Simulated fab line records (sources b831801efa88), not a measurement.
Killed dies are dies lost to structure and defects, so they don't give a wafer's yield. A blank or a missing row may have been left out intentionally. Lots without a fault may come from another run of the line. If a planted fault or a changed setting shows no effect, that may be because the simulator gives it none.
fab line records ; flow gf180mcu
record lots=7; wafers=21; last_day=34
route steps=602 shown M1@316
lots with no fault: from the same line, run without faults
start_h: hours from the record's first day to the start of the lot's first wafer shown ; wait_h: hours elapsed since this lot's preceding step ; " identical to the entry in the row above ; L1.1+2: several wafers, shown together as one row ; - either no value or no given start ; * or withheld: withheld ; < > ~ a bound
route shown NAME@n: names a module that has steps shown in the file, with the first one's number in the route ; usual: average and standard deviation across the fault-free wafers ; same: alike in all rows ; chamber/n: place in a boat ; sites: each site's reading ; _std_site: how widely they spread, as a standard deviation ; _edge_site: inner sites' mean taken away from outer sites' mean ; radius_mm: for every site, how far away it sits from the centre of the wafer ; mask NAME#n: copy n ; behind: the last tool/chamber to shape the wafer ; hold: cause of the lot's hold/its duration in hours/its outcome ; device: transistor that didn't switch, given as n, p or np ; end of line: tests of these same wafers at the route's end ; for a step that has no rows: nothing shown but its recipe ; killed: not the wafer's yield, but the dies lost to structure and defects at the first sort ; map: a wafer's dies, marking killed ones x, the rest . and places with no die _
set.NAME: the run value of the setting; set.NAME@STEP: its run value at that earlier step ; model.NAME: the simulator's own value behind a step, which no gauge read
lots at some steps of the route; a table a step, a row a wafer
services: when a tool's chamber went out of use (start_h, in hours from the record's first day, below 0 if earlier), for how many hours, and the reason
## steps
# step GF_M1_SPUTTER_01
# recipe material=TiN; target_thk_nm=30; power_w=6500; time_s=25; chamber_pressure_pa=0.4
# usual throttle_valve_pct=30.2/0.94
lot.wafer;tool;chamber;start_h;wait_h;throttle_valve_pct
L705.1;pvd_sputter-02;-;461.84;0.1;30.9
L705.3;pvd_sputter-02;-;461.84;0.1;30.4
L705.6;pvd_sputter-02;-;461.84;0.1;30.4
L706.3;pvd_sputter-01;-;474.93;0.1;29.4
L706.4;pvd_sputter-01;-;474.93;0.1;29.0
L706.5;pvd_sputter-01;-;474.93;0.1;31.6
L707.1;pvd_sputter-04;-;488.22;0.1;28.9
L707.3;pvd_sputter-04;-;488.22;0.1;31.9
L707.5;pvd_sputter-04;-;488.22;0.1;28.9
L708.2;pvd_sputter-02;-;495.02;0.1;31.1
L708.4;pvd_sputter-02;-;495.02;0.1;30.3
L708.6;pvd_sputter-02;-;495.02;0.1;31.1
L709.1;pvd_sputter-01;-;498.46;0.1;29.2
L709.3;pvd_sputter-01;-;498.46;0.1;29.1
L709.6;pvd_sputter-01;-;498.46;0.1;28.9
L712.2;pvd_sputter-04;-;525.03;0.1;31.5
L712.3;pvd_sputter-04;-;525.03;0.1;29.6
L712.6;pvd_sputter-04;-;525.03;0.1;28.7
L715.1;pvd_sputter-04;-;541.21;0.1;29.0
L715.3;pvd_sputter-04;-;541.21;0.1;30.0
L715.6;pvd_sputter-04;-;541.21;0.1;30.4
# step GF_M1_SPUTTER_02
# recipe material=AlCu; target_thk_nm=450; power_w=10600; time_s=23.9; chamber_pressure_pa=0.4
# usual throttle_valve_pct=30.2/0.94
lot.wafer;tool;chamber;start_h;wait_h;throttle_valve_pct
L705.1;pvd_sputter-02;-;461.87;0.0;30.9
L705.3;pvd_sputter-02;-;461.87;0.0;30.1
L705.6;pvd_sputter-02;-;461.87;0.0;30.4
L706.3;pvd_sputter-01;-;474.96;0.0;29.2
L706.4;pvd_sputter-01;-;474.96;0.0;29.1
L706.5;pvd_sputter-01;-;474.96;0.0;31.5
L707.1;pvd_sputter-04;-;488.26;0.0;28.8
L707.3;pvd_sputter-04;-;488.26;0.0;31.6
L707.5;pvd_sputter-04;-;488.26;0.0;28.7
L708.2;pvd_sputter-02;-;495.05;0.0;30.9
L708.4;pvd_sputter-02;-;495.05;0.0;30.3
L708.6;pvd_sputter-02;-;495.05;0.0;30.8
L709.1;pvd_sputter-01;-;498.49;0.0;29.2
L709.3;pvd_sputter-01;-;498.49;0.0;28.8
L709.6;pvd_sputter-01;-;498.49;0.0;29.0
L712.2;pvd_sputter-04;-;525.06;0.0;31.8
L712.3;pvd_sputter-04;-;525.06;0.0;29.8
L712.6;pvd_sputter-04;-;525.06;0.0;28.7
L715.1;pvd_sputter-04;-;541.24;0.0;28.8
L715.3;pvd_sputter-04;-;541.24;0.0;29.9
L715.6;pvd_sputter-04;-;541.24;0.0;30.1
# step GF_M1_SPUTTER_03
# recipe material=Ti; target_thk_nm=10; substrate_temp_c=300; chamber_pressure_pa=0.3; power_w=3000; time_s=6.7
# usual throttle_valve_pct=30.2/0.94
lot.wafer;tool;chamber;start_h;wait_h;throttle_valve_pct
L705.1;pvd_sputter-02;-;461.90;0.0;31.1
L705.3;pvd_sputter-02;-;461.90;0.0;29.7
L705.6;pvd_sputter-02;-;461.90;0.0;30.5
L706.3;pvd_sputter-01;-;474.99;0.0;29.0
L706.4;pvd_sputter-01;-;474.99;0.0;29.1
L706.5;pvd_sputter-01;-;474.99;0.0;31.4
L707.1;pvd_sputter-04;-;488.29;0.0;28.9
L707.3;pvd_sputter-04;-;488.29;0.0;31.5
L707.5;pvd_sputter-04;-;488.29;0.0;28.9
L708.2;pvd_sputter-02;-;495.08;0.0;31.0
L708.4;pvd_sputter-02;-;495.08;0.0;30.6
L708.6;pvd_sputter-02;-;495.08;0.0;31.3
L709.1;pvd_sputter-01;-;498.52;0.0;29.1
L709.3;pvd_sputter-01;-;498.52;0.0;29.0
L709.6;pvd_sputter-01;-;498.52;0.0;29.2
L712.2;pvd_sputter-04;-;525.09;0.0;32.0
L712.3;pvd_sputter-04;-;525.09;0.0;29.8
L712.6;pvd_sputter-04;-;525.09;0.0;28.8
L715.1;pvd_sputter-04;-;541.27;0.0;28.7
L715.3;pvd_sputter-04;-;541.27;0.0;30.5
L715.6;pvd_sputter-04;-;541.27;0.0;30.2
# step GF_M1_SPUTTER_04
# recipe material=TiN; target_thk_nm=50; power_w=6500; time_s=41.7; chamber_pressure_pa=0.4
# usual throttle_valve_pct=30.2/0.95
lot.wafer;tool;chamber;start_h;wait_h;throttle_valve_pct
L705.1;pvd_sputter-02;-;461.92;0.0;31.1
L705.3;pvd_sputter-02;-;461.92;0.0;30.0
L705.6;pvd_sputter-02;-;461.92;0.0;30.5
L706.3;pvd_sputter-01;-;475.01;0.0;29.2
L706.4;pvd_sputter-01;-;475.01;0.0;29.0
L706.5;pvd_sputter-01;-;475.01;0.0;31.4
L707.1;pvd_sputter-04;-;488.31;0.0;28.8
L707.3;pvd_sputter-04;-;488.31;0.0;31.6
L707.5;pvd_sputter-04;-;488.31;0.0;28.7
L708.2;pvd_sputter-02;-;495.10;0.0;30.8
L708.4;pvd_sputter-02;-;495.10;0.0;30.6
L708.6;pvd_sputter-02;-;495.10;0.0;31.1
L709.1;pvd_sputter-01;-;498.54;0.0;29.3
L709.3;pvd_sputter-01;-;498.54;0.0;28.9
L709.6;pvd_sputter-01;-;498.54;0.0;28.9
L712.2;pvd_sputter-04;-;525.11;0.0;31.6
L712.3;pvd_sputter-04;-;525.11;0.0;29.7
L712.6;pvd_sputter-04;-;525.11;0.0;29.0
L715.1;pvd_sputter-04;-;541.29;0.0;28.7
L715.3;pvd_sputter-04;-;541.29;0.0;30.2
L715.6;pvd_sputter-04;-;541.29;0.0;30.1
# step GF_M1_RS_MEAS_05
# recipe thk_meas_gauge=four-point-probe; reads=TiN_of_M1_SPUTTER_04+Ti_of_M1_SPUTTER_03+AlCu_of_M1_SPUTTER_02+TiN_of_M1_SPUTTER_01+Ti_of_M1_SPUTTER_00
# usual M1_ALCU_RS=0.0690/0.00076
lot.wafer;tool;chamber;start_h;wait_h;M1_ALCU_RS[ohm/sq]
L705.1;film_metro-03;-;461.96;0.0;0.0687
L705.3;film_metro-03;-;461.96;0.0;0.0689
L705.6;film_metro-03;-;461.96;0.0;0.0682
L706.3;film_metro-03;-;475.09;0.1;0.0690
L706.4;film_metro-03;-;475.09;0.1;0.0689
L706.5;film_metro-03;-;475.09;0.1;0.0688
L707.1;film_metro-01;-;488.35;0.0;0.0687
L707.3;film_metro-01;-;488.35;0.0;0.0692
L707.5;film_metro-01;-;488.35;0.0;0.0687
L708.2;film_metro-04;-;495.16;0.0;0.0691
L708.4;film_metro-04;-;495.16;0.0;0.0686
L708.6;film_metro-04;-;495.16;0.0;0.0686
L709.1;film_metro-01;-;498.58;0.0;0.0712
L709.3;film_metro-01;-;498.58;0.0;0.0699
L709.6;film_metro-01;-;498.58;0.0;0.0703
L712.2;film_metro-01;-;525.17;0.0;0.0690
L712.3;film_metro-01;-;525.17;0.0;0.0681
L712.6;film_metro-01;-;525.17;0.0;0.0684
L715.1;film_metro-01;-;541.33;0.0;0.0698
L715.3;film_metro-01;-;541.33;0.0;0.0693
L715.6;film_metro-01;-;541.33;0.0;0.0693
# step GF_M1_THK_MEAS_06
# recipe thk_meas_gauge=xrf; reads=AlCu_of_M1_SPUTTER_02
# usual M1_ALCU_THK=448/5.4
lot.wafer;tool;chamber;start_h;wait_h;M1_ALCU_THK[nm]
L705.1;film_metro-03;-;462.08;0.1;450
L705.3;film_metro-03;-;462.08;0.1;448
L705.6;film_metro-03;-;462.08;0.1;454
L706.3;film_metro-03;-;475.19;0.1;448
L706.4;film_metro-03;-;475.19;0.1;447
L706.5;film_metro-03;-;475.19;0.1;449
L707.1;film_metro-01;-;488.47;0.1;447
L707.3;film_metro-01;-;488.47;0.1;446
L707.5;film_metro-01;-;488.47;0.1;448
L708.2;film_metro-04;-;495.27;0.1;446
L708.4;film_metro-04;-;495.27;0.1;446
L708.6;film_metro-04;-;495.27;0.1;450
L709.1;film_metro-01;-;498.70;0.1;432
L709.3;film_metro-01;-;498.70;0.1;441
L709.6;film_metro-01;-;498.70;0.1;441
L712.2;film_metro-01;-;525.28;0.1;445
L712.3;film_metro-01;-;525.28;0.1;453
L712.6;film_metro-01;-;525.28;0.1;449
L715.1;film_metro-01;-;541.45;0.1;442
L715.3;film_metro-01;-;541.45;0.1;445
L715.6;film_metro-01;-;541.45;0.1;442
# step GF_M1_DEHYDRATE_07
# recipe temp_c=200; time_s=60
# step GF_M1_HMDS_08
# recipe prime_time_s=60; prime_temp_c=120
# step GF_M1_COAT_09
# recipe resist=KrF; spin_rpm=withheld; resist_thk_nm=1000
# step GF_M1_SOFTBAKE_10
# recipe temp_c=130; time_s=60; resist=KrF
# step GF_M1_EXPOSE_11
# recipe mask_id=Metal1; target_cd_nm=230; na=0.68; source_shape=conventional; sigma_outer=0.6; dose_mj=28
# step GF_M1_PEB_12
# recipe peb_temp_c=135; peb_time_s=90; resist=KrF
# step GF_M1_DEVELOP_13
# recipe develop_time_s=60; dev_temp_c=21
# usual chill_plate_temp_C=23.02/0.11; develop_time_s=60/0
lot.wafer;tool;chamber;start_h;wait_h;chill_plate_temp_C;develop_time_s;model.KrF_of_M1_COAT_09.thk_nm
L705.1;litho_track-01;0;485.85;0.2;22.93;60;985.6
L705.3;litho_track-01;0;485.85;0.2;22.96;60;989.2
L705.6;litho_track-01;0;485.85;0.2;23.02;60;985.1
L706.3;litho_track-02;-;499.34;0.1;-;-;1004
L706.4;litho_track-02;-;499.34;0.1;-;-;1003
L706.5;litho_track-02;-;499.34;0.1;-;-;1003
L707.1;litho_track-04;-;511.31;0.2;-;-;996.8
L707.3;litho_track-04;-;511.31;0.2;-;-;1002
L707.5;litho_track-04;-;511.31;0.2;-;-;999
L708.2;litho_track-02;-;518.16;0.2;-;-;996.4
L708.4;litho_track-02;-;518.16;0.2;-;-;994.9
L708.6;litho_track-02;-;518.16;0.2;-;-;997.1
L709.1;litho_track-01;0;521.85;0.2;22.97;60;987.3
L709.3;litho_track-01;0;521.85;0.2;23.07;60;982.8
L709.6;litho_track-01;0;521.85;0.2;22.97;60;987.1
L712.2;litho_track-04;0;547.49;0.2;23.13;60;982.4
L712.3;litho_track-04;0;547.49;0.2;22.96;60;986.5
L712.6;litho_track-04;0;547.49;0.2;23.26;60;984.3
L715.1;litho_track-02;0;563.74;0.2;22.97;60;983.1
L715.3;litho_track-02;0;563.74;0.2;22.89;60;983.2
L715.6;litho_track-02;0;563.74;0.2;23.06;60;982.7
# step GF_M1_CD_MEAS_14
# recipe target_cd_nm=230
# usual cd_nm=229.9/1.2
lot.wafer;tool;chamber;start_h;wait_h;cd_nm
L705.1;cd_sem-01;-;486.00;0.1;230.3
L705.3;cd_sem-01;-;486.00;0.1;231.0
L705.6;cd_sem-01;-;486.00;0.1;230.2
L706.3;cd_sem-02;-;499.48;0.1;-
L706.4;cd_sem-02;-;499.48;0.1;-
L706.5;cd_sem-02;-;499.48;0.1;-
L707.1;cd_sem-02;-;511.46;0.1;-
L707.3;cd_sem-02;-;511.46;0.1;-
L707.5;cd_sem-02;-;511.46;0.1;-
L708.2;cd_sem-01;-;518.31;0.1;-
L708.4;cd_sem-01;-;518.31;0.1;-
L708.6;cd_sem-01;-;518.31;0.1;-
L709.1;cd_sem-02;-;522.00;0.1;231.0
L709.3;cd_sem-02;-;522.00;0.1;230.5
L709.6;cd_sem-02;-;522.00;0.1;231.0
L712.2;cd_sem-01;-;547.63;0.1;229.1
L712.3;cd_sem-01;-;547.63;0.1;229.4
L712.6;cd_sem-01;-;547.63;0.1;229.1
L715.1;cd_sem-01;-;563.89;0.1;228.0
L715.3;cd_sem-01;-;563.89;0.1;228.3
L715.6;cd_sem-01;-;563.89;0.1;228.2
## services
tool;chamber;start_h;hours;kind
pvd_sputter-02;0;439.15;-;consumable_replace:kit
pvd_sputter-02;0;439.15;18.0;scheduled_down
pvd_sputter-02;0;439.15;18.0;vent_cycle
pvd_sputter-04;0;482.83;-;consumable_replace:kit
pvd_sputter-04;0;482.83;18.0;scheduled_down
pvd_sputter-04;0;482.83;18.0;vent_cycle
pvd_sputter-02;-;520.96;1.5;repair
pvd_sputter-04;-;554.55;1.0;repair
## key
first_sign step=GF_M1_DEVELOP_13; reading=tool_record; direction=missing
effect none on later readings
model_effect step=GF_M1_DEVELOP_13; value=KrF_of_M1_COAT_09.thk_nm; without=984.6; struck=999.6
met_at GF_M1_DEVELOP_13
struck_wafers L706.3,L706.4,L706.5,L707.1,L707.3,L707.5,L708.2,L708.4,L708.6
later_rows_left_out L706.3,L706.4,L706.5,L707.1,L707.3,L707.5,L708.2,L708.4,L708.6
sort_left_out L706.3,L706.4,L706.5,L707.1,L707.3,L707.5,L708.2,L708.4,L708.6
fault kind=skipped_step_whole; tool=litho_track-02,litho_track-04; chamber=-; onset_h=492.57; steps=GF_M1_DEVELOP_13; scope=struck_lots_only
# sort_left_out: the simulated sort isn't trusted on such a fault, so these wafers' sort isn't shown, and their yield isn't known
# later_rows_left_out: the simulator's readings of these wafers behind a module that went badly wrong aren't trusted and aren't shown, but for the sort
